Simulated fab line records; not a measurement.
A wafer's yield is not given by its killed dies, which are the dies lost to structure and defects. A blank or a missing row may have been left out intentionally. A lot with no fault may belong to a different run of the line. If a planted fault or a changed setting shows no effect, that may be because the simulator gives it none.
The tool behind it: which one? || flow sky130 || 14 lots, 42 wafers sampled, at 1 step of a route of 708

## WHAT EACH GAUGE READ, for each wafer
No reading from a measuring or inspecting step in the record can be judged against a usual standard deviation.

## WHICH TOOL RAN EACH LOT (tool, then ch and the chambers of the sampled wafers, then the start)
{"lot": "L817", "SKY_DNWELL_STRIP_08": "plasma-asher-01 ch 0,1, day 3 11:01"}
{"lot": "L818", "SKY_DNWELL_STRIP_08": "plasma-asher-01 ch 0,1, day 3 14:13"}
{"lot": "L820", "SKY_DNWELL_STRIP_08": "plasma-asher-02 ch 0,1, day 4 04:37"}
{"lot": "L821", "SKY_DNWELL_STRIP_08": "plasma-asher-01 ch 0,1, day 4 08:41"}
{"lot": "L822", "SKY_DNWELL_STRIP_08": "plasma-asher-01 ch 0,1, day 4 11:55"}
{"lot": "L823", "SKY_DNWELL_STRIP_08": "plasma-asher-02 ch 0,1, day 4 18:32"}
{"lot": "L824", "SKY_DNWELL_STRIP_08": "plasma-asher-02 ch 0,1, day 5 00:14"}
{"lot": "L825", "SKY_DNWELL_STRIP_08": "plasma-asher-03 ch 0, day 5 04:29"}
{"lot": "L828", "SKY_DNWELL_STRIP_08": "plasma-asher-03 ch 0,1, day 5 19:29"}
{"lot": "L833", "SKY_DNWELL_STRIP_08": "plasma-asher-02 ch 0,1, day 7 03:17"}
{"lot": "L834", "SKY_DNWELL_STRIP_08": "plasma-asher-02 ch 0,1, day 7 07:24"}
{"lot": "L837", "SKY_DNWELL_STRIP_08": "plasma-asher-03 ch 0, day 8 00:09"}
{"lot": "L838", "SKY_DNWELL_STRIP_08": "plasma-asher-01 ch 0,1, day 8 04:22"}
{"lot": "L839", "SKY_DNWELL_STRIP_08": "plasma-asher-03 ch 0,1, day 8 11:07"}
- SKY_DNWELL_STRIP_08: strips in O2/N2.

## WHAT THE TOOLS THEMSELVES READ (means of the sampled wafers that have a number; where no wafer has one, the mark that the record gives instead)
SKY_DNWELL_STRIP_08. Usual: drypump-motor-current-A 5.7 A, standard deviation 0.43; n2-flow-sccm 300.1 sccm, standard deviation 0.86; oes-product-au 0.722 a.u., standard deviation 0.0045; strip-time-to-endpoint-s 36.92 s, standard deviation 0.1.
{"lot": "L817", "tool": "plasma-asher-01", "drypump-motor-current-A (A)": 5.3, "n2-flow-sccm (sccm)": 299.4, "oes-product-au (a.u.)": 0.726, "strip-time-to-endpoint-s (s)": 36.85, "flag": ""}
{"lot": "L818", "tool": "plasma-asher-01", "drypump-motor-current-A (A)": 5.4, "n2-flow-sccm (sccm)": 300.1, "oes-product-au (a.u.)": 0.723, "strip-time-to-endpoint-s (s)": 36.86, "flag": ""}
{"lot": "L820", "tool": "plasma-asher-02", "drypump-motor-current-A (A)": 5.6, "n2-flow-sccm (sccm)": 299.6, "oes-product-au (a.u.)": 0.728, "strip-time-to-endpoint-s (s)": 36.88, "flag": ""}
{"lot": "L821", "tool": "plasma-asher-01", "drypump-motor-current-A (A)": 5.3, "n2-flow-sccm (sccm)": 299.7, "oes-product-au (a.u.)": 0.719, "strip-time-to-endpoint-s (s)": 36.99, "flag": ""}
{"lot": "L822", "tool": "plasma-asher-01", "drypump-motor-current-A (A)": 5.4, "n2-flow-sccm (sccm)": 300.4, "oes-product-au (a.u.)": 0.719, "strip-time-to-endpoint-s (s)": 37.20, "flag": ""}
{"lot": "L823", "tool": "plasma-asher-02", "drypump-motor-current-A (A)": 5.6, "n2-flow-sccm (sccm)": 300.4, "oes-product-au (a.u.)": 0.718, "strip-time-to-endpoint-s (s)": 36.96, "flag": ""}
{"lot": "L824", "tool": "plasma-asher-02", "drypump-motor-current-A (A)": 5.6, "n2-flow-sccm (sccm)": 300.0, "oes-product-au (a.u.)": 0.723, "strip-time-to-endpoint-s (s)": 36.82, "flag": ""}
{"lot": "L825", "tool": "plasma-asher-03", "drypump-motor-current-A (A)": 5.7, "n2-flow-sccm (sccm)": 301.3, "oes-product-au (a.u.)": 0.723, "strip-time-to-endpoint-s (s)": 36.99, "flag": ""}
{"lot": "L828", "tool": "plasma-asher-03", "drypump-motor-current-A (A)": 6.0, "n2-flow-sccm (sccm)": 300.3, "oes-product-au (a.u.)": 0.724, "strip-time-to-endpoint-s (s)": 36.95, "flag": ""}
{"lot": "L833", "tool": "plasma-asher-02", "drypump-motor-current-A (A)": 5.6, "n2-flow-sccm (sccm)": 279.4, "oes-product-au (a.u.)": 0.721, "strip-time-to-endpoint-s (s)": 36.92, "flag": "OFF"}
{"lot": "L834", "tool": "plasma-asher-02", "drypump-motor-current-A (A)": 5.6, "n2-flow-sccm (sccm)": 280.6, "oes-product-au (a.u.)": 0.723, "strip-time-to-endpoint-s (s)": 37.07, "flag": "OFF"}
{"lot": "L837", "tool": "plasma-asher-03", "drypump-motor-current-A (A)": 5.7, "n2-flow-sccm (sccm)": 299.7, "oes-product-au (a.u.)": 0.728, "strip-time-to-endpoint-s (s)": 36.88, "flag": ""}
{"lot": "L838", "tool": "plasma-asher-01", "drypump-motor-current-A (A)": 5.3, "n2-flow-sccm (sccm)": 300.2, "oes-product-au (a.u.)": 0.718, "strip-time-to-endpoint-s (s)": 37.06, "flag": ""}
{"lot": "L839", "tool": "plasma-asher-03", "drypump-motor-current-A (A)": 6.0, "n2-flow-sccm (sccm)": 300.2, "oes-product-au (a.u.)": 0.723, "strip-time-to-endpoint-s (s)": 36.91, "flag": ""}

## THE ANSWER, worked out from the rows above alone
Rule: a lot is off if the mean of its wafers that have a number lies more than 3 standard deviations from the usual mean. Also off: a lot with no number at a reading for which 4 or more lots have one. Any other lot the step has rows for is counted as sound. The gauges are gone through in route order, then the tools' own readings, and for those a lot's mean is taken as printed above. At the first step where some lot is off, the reading lying furthest off is the one used; lots without a number count as furthest.
Off: L833, L834, at SKY_DNWELL_STRIP_08 (n2-flow-sccm).
If a tool, at that step or one of the process steps before it, ran each lot that is off and ran no sound lot following the first of them, it fits. One candidate fits, namely plasma-asher-02 at SKY_DNWELL_STRIP_08. A fault onset in the window from L824 (day 5 00:14, its last sound lot) to L833 (day 7 03:17, its first lot off) fits.
The tool's own readings at SKY_DNWELL_STRIP_08 bear it out: on the lots that are off they differ by more than 5 times the standard deviation of the sound lots' means. n2-flow-sccm reads 280.0 sccm there against 300.1 sccm on the sound lots.

## WHAT THE SIMULATOR PUT IN
plasma-asher-02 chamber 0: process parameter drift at SKY_DNWELL_STRIP_08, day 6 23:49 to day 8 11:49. A move of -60 in setting n2-flow-sccm, from 300. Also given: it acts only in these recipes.
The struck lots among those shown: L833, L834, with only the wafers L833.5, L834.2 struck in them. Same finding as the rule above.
